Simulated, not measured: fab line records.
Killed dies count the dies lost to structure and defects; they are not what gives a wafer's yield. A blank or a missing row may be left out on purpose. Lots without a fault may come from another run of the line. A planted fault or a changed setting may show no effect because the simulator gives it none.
Code-filled problem report in 8D (eight disciplines) form / flow sky130 / the parts of the form that need people (team, actions taken, sign-off) are left out

== 1. THE PROBLEM ==
At SKY_LDD_LDN_IMPLANT_09, dose_ions_cm2 averages 1.85e+13 over 6 wafers from 2 lots, while fault-free wafers read 1.25e+13, standard deviation 1.3e+10. So: +99 or more standard deviations from the usual mean.
First seen on wafer L680.1, day 26 23:17, on implanter-03. The record has a number at this step for 36 wafers belonging to 12 lots. The rule behind "out" and "out of limits": a value lying over 4 standard deviations away from the usual mean. The other wafers with a number count as sound.

== 2. WHAT THIS IS AND IS NOT ==
question=which readings at this step | is=dose_ions_cm2, faraday_current_uA | is not=-
question=which lots | is=L680, L684 | is not=L670, L672, L673, L676, L677, L679, L681, L690, L691, L692
question=which wafers of those lots | is=all that have a number | is not=-
question=read on which tools | is=implanter-03 | is not=implanter-01, implanter-04
question=when | is=from day 26 23:17 | is not=up to then (18 sound wafers); but 12 sound wafers of L681, L690, L691, L692 came after

== 3. THE SUSPECTS, EACH WITH WHAT RULES IT OUT ==
Counting: a tool stays on the suspect list if, at a process step up to the reading, it processed all lots that are out and no sound lot following the first of them.
- implanter-03 at SKY_LDD_LDN_IMPLANT_09: kept. It ran every lot that is out, first L680 (day 26 23:17), and no sound lot after that; its last sound lot up to then is L679 (day 26 07:25). Out on those wafers are its own readings of dose_ions_cm2, faraday_current_uA.
Remaining after the count: implanter-03 at SKY_LDD_LDN_IMPLANT_09.

== 4. THE CAUSE (what the simulator had put in) ==
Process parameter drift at SKY_LDD_LDN_IMPLANT_09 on implanter-03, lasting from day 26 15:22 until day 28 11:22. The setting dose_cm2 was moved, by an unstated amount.
Counting left only this tool.

== 5. THE EFFECT CHAIN, in route order ==
Rows list readings where the struck wafers' mean (over those with a number) sits beyond 3 standard deviations from the usual. Scope: only readings with a usual standard deviation given in the record; hours: median across lots of the time from each lot's start at the first step in this table that gives one to its start at this step; sigmas: change in usual standard deviations.
hours=0; step=SKY_LDD_LDN_IMPLANT_09; reading=dose_ions_cm2; usual=1.25e+13; on struck wafers=1.85e+13; change=+6.01e+12; sigmas=+99 or more
hours=0; step=SKY_LDD_LDN_IMPLANT_09; reading=faraday_current_uA; usual=70.4; on struck wafers=103.8; change=+33.4; sigmas=+24
hours=1; step=SKY_LDD_LDN_TW_MEAS_13; reading=LDD_LDN_TW; usual=1478; on struck wafers=1514; change=+36; sigmas=+3.2
Here are the process steps it includes:
- SKY_LDD_LDN_IMPLANT_09

== 6. WHAT WOULD HAVE CAUGHT IT SOONER ==
In this record the first reading out of limits was taken at day 26 23:17, 8 hours after the fault began at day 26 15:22.
